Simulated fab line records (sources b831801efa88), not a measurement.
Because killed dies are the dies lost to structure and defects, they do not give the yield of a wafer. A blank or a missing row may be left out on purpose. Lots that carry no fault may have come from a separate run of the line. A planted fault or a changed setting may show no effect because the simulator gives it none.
Which tool is to blame?	flow gf180mcu	42 wafers from 14 lots sampled at 2 of the route's 602 steps

WHAT EACH GAUGE READ, for each wafer
GF_PSD_OVL_MEAS_08. Usual: for PSD_OVL the level is 0.2 nm and the standard deviation is 1.5.
lot	measured	on	PSD_OVL (nm)	flag
L263	day 14 06:27	overlay-02	1.9 3.5 4.0	
L264	day 14 12:43	overlay-02	0.1 0.8 -0.1	
L266	day 15 11:45	overlay-01	0.4 -0.2 -1.0	
L267	day 15 16:05	overlay-02	-0.7 -0.2 0.9	
L268	day 15 21:20	overlay-01	0.7 0.9 1.7	
L270	day 16 18:53	overlay-02	-2.3 -2.1 -1.6	
L271	day 16 21:57	overlay-01	0.4 2.3 1.7	
L272	day 17 10:05	overlay-02	-2.2 -1.2 -1.2	
L273	day 17 17:46	overlay-02	1.9 -2.7 -0.6	
L274	day 18 00:54	overlay-01	-0.4 -1.1 1.0	
L277	day 19 00:52	overlay-01	- - -	OFF
L278	day 19 15:50	overlay-02	- - -	OFF
L279	day 19 18:43	overlay-02	-1.5 0.5 -1.3	
L286	day 22 10:40	overlay-02	2.0 1.0 0.4	

EACH LOT AND THE TOOL THAT RAN IT (in order: tool; ch and the chambers of the sampled wafers; start)
lot	GF_PSD_EXPOSE_04
L263	iline stepper-01 ch 0, day 13 20:15
L264	iline stepper-01 ch 0, day 14 02:14
L266	iline stepper-02 ch 0, day 15 01:17
L267	iline stepper-02 ch 0, day 15 06:01
L268	iline stepper-01 ch 0, day 15 11:10
L270	iline stepper-02 ch 0, day 16 08:11
L271	iline stepper-02 ch 0, day 16 11:19
L272	iline stepper-02 ch 0, day 16 23:22
L273	iline stepper-02 ch 0, day 17 06:17
L274	iline stepper-02 ch 0, day 17 13:29
L277	iline stepper-01, day 18 12:52
L278	iline stepper-02, day 19 03:55
L279	iline stepper-02 ch 0, day 19 06:41
L286	iline stepper-02 ch 0, day 21 23:08
- GF_PSD_EXPOSE_04: exposes mask Pplus, target cd 400 nm.

AS READ BY THE TOOLS THEMSELVES (means over the sampled wafers that have a number; for cases with no such wafer, the mark the record gives instead)
GF_PSD_EXPOSE_04. Usual: exposure dose mJ cm2 141.15, standard deviation 0.13; focus offset nm -0.1 nm, standard deviation 0.59; reticle temp C 23.01 C, standard deviation 0.12.
lot	tool	exposure dose mJ cm2	focus offset nm (nm)	reticle temp C (C)	flag
L263	iline stepper-01	141.15	0.0	23.19	
L264	iline stepper-01	141.02	0.2	23.23	
L266	iline stepper-02	141.21	0.5	23.06	
L267	iline stepper-02	141.25	0.2	22.94	
L268	iline stepper-01	140.98	-0.4	23.11	
L270	iline stepper-02	141.11	-0.2	22.80	
L271	iline stepper-02	141.20	-0.8	22.98	
L272	iline stepper-02	140.98	0.1	23.07	
L273	iline stepper-02	141.15	0.5	23.05	
L274	iline stepper-02	141.13	-0.4	23.13	
L277	iline stepper-01	-	-	-	OFF
L278	iline stepper-02	-	-	-	OFF
L279	iline stepper-02	141.03	-0.6	22.80	
L286	iline stepper-02	141.18	-0.3	22.91	

THE ANSWER, worked out from the rows above alone
Rule: lot off if the mean of its wafers having a number is beyond 3 standard deviations from the usual mean. A lot without any number at a reading at which 4 lots or more have one is off too. All remaining lots with rows at the step are treated as sound. First the gauges in route order, then the tools' own readings, where a lot's mean is used as printed above. The first step at which some lot is off is used, and at that step the reading that is off furthest; a lot without a number counts as furthest.
Off: at GF_PSD_OVL_MEAS_08 (PSD_OVL), L277, L278. Without a number there: L277, L278.
A tool fits if, at a process step before that reading, it ran every lot that is off, and no sound lot after the first of them. Not tried: the gauges at GF_PSD_OVL_MEAS_08; whatever is off there is also off at GF_PSD_EXPOSE_04, on other tools, and gauge error can't account for it. None of those tried fits.

WHAT THE SIMULATOR HAD INSERTED
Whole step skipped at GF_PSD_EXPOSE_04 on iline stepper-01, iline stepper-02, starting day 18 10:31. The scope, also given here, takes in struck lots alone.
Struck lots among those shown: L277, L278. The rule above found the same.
